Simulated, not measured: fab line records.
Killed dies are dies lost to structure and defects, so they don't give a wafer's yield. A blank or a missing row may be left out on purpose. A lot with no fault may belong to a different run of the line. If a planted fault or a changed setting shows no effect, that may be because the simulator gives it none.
The tool behind it: which one? :: flow gf180mcu :: 6 lots with 18 wafers sampled at 4 steps, on a route of 602 steps

WHAT THE GAUGES SHOWED, per wafer
GF_PASSIVATION_THK_MEAS_03.
lot: L881
measured: day 28 21:15
on: film-metro-03
PASSIVATION_CVD_02_THK (nm): 697 717 720

lot: L886
measured: day 29 20:04
on: film-metro-02
PASSIVATION_CVD_02_THK (nm): 698 697 709

lot: L888
measured: day 30 15:06
on: film-metro-03
PASSIVATION_CVD_02_THK (nm): 692 710 697

lot: L895
measured: day 32 10:32
on: film-metro-03
PASSIVATION_CVD_02_THK (nm): 703 700 702

lot: L901
measured: day 33 20:02
on: film-metro-01
PASSIVATION_CVD_02_THK (nm): 688 690 703

lot: L903
measured: day 34 06:38
on: film-metro-01
PASSIVATION_CVD_02_THK (nm): 682 692 700

EACH LOT AND THE TOOL THAT RAN IT (in order: tool; ch and the chambers of the sampled wafers; start)
lot: L881
GF_TOP_METAL_SPUTTER_01: pvd-sputter-02, day 28 00:40
GF_TOP_METAL_SPUTTER_04: pvd-sputter-02, day 28 00:46
GF_TOP_METAL_STRIP_17: plasma-asher-02 ch 0,1, day 28 20:16

lot: L886
GF_TOP_METAL_SPUTTER_01: pvd-sputter-03, day 29 00:00
GF_TOP_METAL_SPUTTER_04: pvd-sputter-03, day 29 00:06
GF_TOP_METAL_STRIP_17: plasma-asher-03 ch 0,1, day 29 19:04

lot: L888
GF_TOP_METAL_SPUTTER_01: pvd-sputter-04, day 29 19:05
GF_TOP_METAL_SPUTTER_04: pvd-sputter-04, day 29 19:11
GF_TOP_METAL_STRIP_17: plasma-asher-02 ch 0,1, day 30 14:08

lot: L895
GF_TOP_METAL_SPUTTER_01: pvd-sputter-03, day 31 16:36
GF_TOP_METAL_SPUTTER_04: pvd-sputter-03, day 31 16:42
GF_TOP_METAL_STRIP_17: plasma-asher-03 ch 0,1, day 32 09:34

lot: L901
GF_TOP_METAL_SPUTTER_01: pvd-sputter-02, day 33 02:47
GF_TOP_METAL_SPUTTER_04: pvd-sputter-02, day 33 02:53
GF_TOP_METAL_STRIP_17: plasma-asher-03 ch 0,1, day 33 19:02

lot: L903
GF_TOP_METAL_SPUTTER_01: pvd-sputter-02, day 33 13:56
GF_TOP_METAL_SPUTTER_04: pvd-sputter-02, day 33 14:01
GF_TOP_METAL_STRIP_17: plasma-asher-02 ch 0,1, day 34 05:41
- GF_TOP_METAL_SPUTTER_01: material TiN, target thk 30 nm, time 25 s.
- GF_TOP_METAL_SPUTTER_04: material TiN, target thk 25 nm, time 20.8 s.
- GF_TOP_METAL_STRIP_17: strips in O2/N2.

THE ANSWER, worked out from the rows above alone
Rule: the lots themselves supply what counts as usual. The widest of any qualifying gaps counts: lots, ordered by their means at a reading, are off when they make up no more than a third of the lots, leave a main group of 4 or more, and stand apart from it by 3 or more times the standard deviation of that group's means. Not used: any main group whose means are identical at the precision the tables above print for the reading. Also off: a lot with no number at a reading for which 4 or more lots have one. The other lots that the step has rows for count as sound.
Nothing can be told from this: no lot is off at any reading shown.

WHAT WAS PUT IN BY THE SIMULATOR
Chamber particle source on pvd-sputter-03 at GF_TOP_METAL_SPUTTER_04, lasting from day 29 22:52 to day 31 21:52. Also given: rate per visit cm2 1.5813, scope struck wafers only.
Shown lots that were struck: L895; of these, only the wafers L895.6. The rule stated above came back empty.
